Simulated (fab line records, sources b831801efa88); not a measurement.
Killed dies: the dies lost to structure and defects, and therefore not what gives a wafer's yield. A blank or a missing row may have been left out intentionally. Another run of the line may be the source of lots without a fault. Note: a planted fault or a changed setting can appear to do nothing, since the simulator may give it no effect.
A lot that was struck, set against a sound lot | flow sky130 | 35 out of 708 route steps
Sound: these wafers, L974.2, L974.3, L974.4. Struck: wafer L982.2 (L982.1, L982.6, from the same lot, were not struck and are left out); the cause is given at the end.
At each step with rows: each side's tool, then ch and its chambers, then its first start. Under that, the readings that differ: sound wafers | struck wafers | difference of the means | sigmas: that difference in standard deviations of wafers without a fault.
alike: readings with means less than 2 such deviations apart, plus words and numbers identical on both sides. not compared: withheld readings, readings lacking a value on some wafer, bounds such as >300 that could conceal the same value, and numbers that have no deviation in the record and whose values overlap.
The two part at a step that has a row with sigmas, a row that says differs or no value, or rows on one side only. Non-overlapping numbers with no deviation appear without sigmas and do not part them. A reading missing from all wafers of one side parts the sides only when that side holds two or more wafers.

first, 5 steps without rows for these wafers: SKY_METAL5_SOFTBAKE_10 (time 60 s); SKY_METAL5_EXPOSE_11 (exposes mask MM5, target cd 1600 nm); SKY_METAL5_PEB_12; SKY_METAL5_DEVELOP_13 (develop time 60 s); SKY_METAL5_DESCUM_14 (chemistry O2, time 11 s).
SKY_METAL5_METAL_ETCH_15: etches the open film in Cl2/BCl3, stops on SiO2, target depth 1260 nm, time 252 s.
  sound on rieMetal-03 ch 0,1, day 43 15:16; struck on rieMetal-03 ch 1, day 45 23:57
  alike: bcl3FlowSccm, drypumpMotorCurrentA, oesProductAu, throttleValvePct
  not compared: rfHoursCounterH
SKY_METAL5_STRIP_16: strips in O2/N2.
  sound on plasmaAsher-02 ch 0,1, day 43 15:29; struck on plasmaAsher-03 ch 1, day 46 00:11
  alike: drypumpMotorCurrentA, oesProductAu, stripTimeToEndpointS
  not compared: rfHoursCounterH
then, 3 steps without rows for these wafers: SKY_METAL5_STRIP_17 (strips in post etch residue remover, time 1200 s); SKY_METAL5_CLEAN_18 (cleans in IPA, time 180 s); SKY_METAL5_CLEAN_19 (cleans in O3/DIW).
SKY_PASSIVATION_CVD_00: deposits SiO2, target thk 90 nm.
  sound on pecvd-03 ch 0,1, day 43 16:05; struck on pecvd-03 ch 1, day 46 00:53
  alike: heaterPowerW, susceptorTempC
SKY_PASSIVATION_THK_MEAS_01:
  sound on filmMetro-02 at day 43 16:08; struck on filmMetro-01 at day 46 00:54
  alike: PASSIVATION_CVD_00_THK
SKY_PASSIVATION_CVD_02: deposits Si3N4, target thk 540 nm.
  sound on pecvd-01 ch 0,2, day 43 16:11; struck on pecvd-04 ch 1, day 46 00:58
reading                                      | sound             | struck | difference | sigmas
model.Si3N4_of_PASSIVATION_CVD_02.thkNm (nm) | 535.9 545.7 544.9 | 920.2  | +378.0     | 
  alike: heaterPowerW, susceptorTempC
SKY_PASSIVATION_THK_MEAS_03:
  sound on filmMetro-01 at day 43 16:31; struck on filmMetro-02 at day 46 01:11
reading                     | sound       | struck | difference | sigmas
PASSIVATION_CVD_02_THK (nm) | 536 546 545 | 920    | +378       | +52
then, 7 steps without rows for these wafers: SKY_PASSIVATION_DEHYDRATE_04 (time 60 s); SKY_PASSIVATION_HMDS_05 (prime time 60 s); SKY_PASSIVATION_COAT_06 (resist thk 3000 nm); SKY_PASSIVATION_SOFTBAKE_07; SKY_PASSIVATION_EXPOSE_08 (exposes mask NSM, target cd 3000 nm); SKY_PASSIVATION_PEB_09; SKY_PASSIVATION_DEVELOP_10 (develop time 60 s).
SKY_PASSIVATION_ETCH_11: etches the open film in CF4/O2, stops on AlCu, target depth 725 nm, time 161.1 s.
  sound on rieDiel-01 ch 0,2,3, day 44 14:43; struck on rieDiel-03 ch 1, day 46 21:07
reading                               | sound             | struck | difference | sigmas
oesProductAu (a.u.)                   | 0.967 0.982 0.985 | 1.000  | +0.022     | +3
rfHoursCounterH (h)                   | 5 17 14           | 20     | +8         | 
throttleValvePct (%)                  | 5.952 5.972 5.970 | 5.992  | +0.027     | +3
model.PASSIVATION.featureDepthNm (nm) | 700.3 709.2 710.1 | 718.2  | +11.7      | 
model.etch.depthNm (nm)               | 700.3 709.2 710.1 | 718.2  | +11.7      | 
  alike: drypumpMotorCurrentA
SKY_PASSIVATION_STRIP_12: strips in O2/N2.
  sound on plasmaAsher-02 ch 0,1, day 44 14:49; struck on plasmaAsher-04 ch 1, day 46 21:13
  alike: drypumpMotorCurrentA, oesProductAu, stripTimeToEndpointS
  not compared: rfHoursCounterH
then, 7 steps without rows for these wafers: SKY_PAD_OPEN_DEHYDRATE_00 (time 60 s); SKY_PAD_OPEN_HMDS_01 (prime time 60 s); SKY_PAD_OPEN_COAT_02 (resist thk 3000 nm); SKY_PAD_OPEN_SOFTBAKE_03; SKY_PAD_OPEN_EXPOSE_04 (exposes mask PDM, target cd 60000 nm); SKY_PAD_OPEN_PEB_05; SKY_PAD_OPEN_DEVELOP_06 (develop time 60 s).
SKY_PAD_OPEN_ETCH_07: etches the open film in CF4/O2, stops on AlCu, target depth 725 nm, time 161.1 s.
  sound on rieDiel-02 ch 0,1,3, day 45 12:10; struck on rieDiel-03 ch 3, day 47 16:16
reading                            | sound             | struck | difference | sigmas
rfHoursCounterH (h)                | 15 9 13           | 21     | +9         | 
model.PAD_OPEN.featureDepthNm (nm) | 700.3 709.1 710.1 | 711.5  | +5.0       | 
model.etch.depthNm (nm)            | 700.3 709.1 710.1 | 711.5  | +5.0       | 
  alike: drypumpMotorCurrentA, oesProductAu, throttleValvePct
SKY_PAD_OPEN_STRIP_08: strips in O2/N2.
  sound on plasmaAsher-03 ch 0,1, day 45 12:16; struck on plasmaAsher-02 ch 0, day 47 16:22
  alike: drypumpMotorCurrentA, oesProductAu, stripTimeToEndpointS
  not compared: rfHoursCounterH
SKY_PAD_OPEN_STRIP_09: strips in post etch residue remover, time 1200 s.
  sound on wetBench-03 ch 1, day 45 12:22; struck on wetBench-02 ch 3, day 47 16:44
reading                                      | sound             | struck | difference | sigmas
model.Si3N4_of_PASSIVATION_CVD_02.thkNm (nm) | 535.6 545.4 544.6 | 919.9  | +378.0     | 
then, 1 step without rows for these wafers: SKY_PAD_OPEN_CLEAN_10 (cleans in IPA, time 180 s).
SKY_PAD_OPEN_PROBE_99:
  sound on prober-01 at day 45 14:34; struck on prober-02 at day 47 19:00
reading                                  | sound             | struck | difference | sigmas
model.etest.tester.sortNPass             | 392 404 406       | 0      | -401       | 
model.etest.tester.sortYieldPct (%)      | 79.67 82.11 82.52 | 0      | -81        | 
model.etest.tester.sort_bin_5_pct (%)    | 10.77 10.77 10.77 | 92.48  | +81.71     | 
model.etest.resDeepNwell.open            | 0 0 0             | 1      | +1         | 
model.etest.diodeNdiffFingers.underFloor | 0 0 0             | 1      | +1         | 
model.etest.fieldN.underFloor            | 0 0 0             | 1      | +1         | 
model.etest.capOno.underFloor            | 0 0 0             | 1      | +1         | 
model.etest.pfetG5v0d10v5.open           | 0 0 0             | 1      | +1         | 
  alike: defectLimitedYield, killed_at_M0_to_M3, killed_at_M4_up, killedAtContacts, killedAtFrontEnd, killedAtOther, killedDies, killedOpen, killedShort

## WHERE THEY PART
First at SKY_PASSIVATION_THK_MEAS_03; last, within this record, at SKY_PASSIVATION_ETCH_11. Later steps at which nothing parts them and some readings are alike: SKY_PASSIVATION_STRIP_12, SKY_PAD_OPEN_ETCH_07, SKY_PAD_OPEN_STRIP_08, SKY_PAD_OPEN_PROBE_99.

WHY: whatever the simulator had introduced
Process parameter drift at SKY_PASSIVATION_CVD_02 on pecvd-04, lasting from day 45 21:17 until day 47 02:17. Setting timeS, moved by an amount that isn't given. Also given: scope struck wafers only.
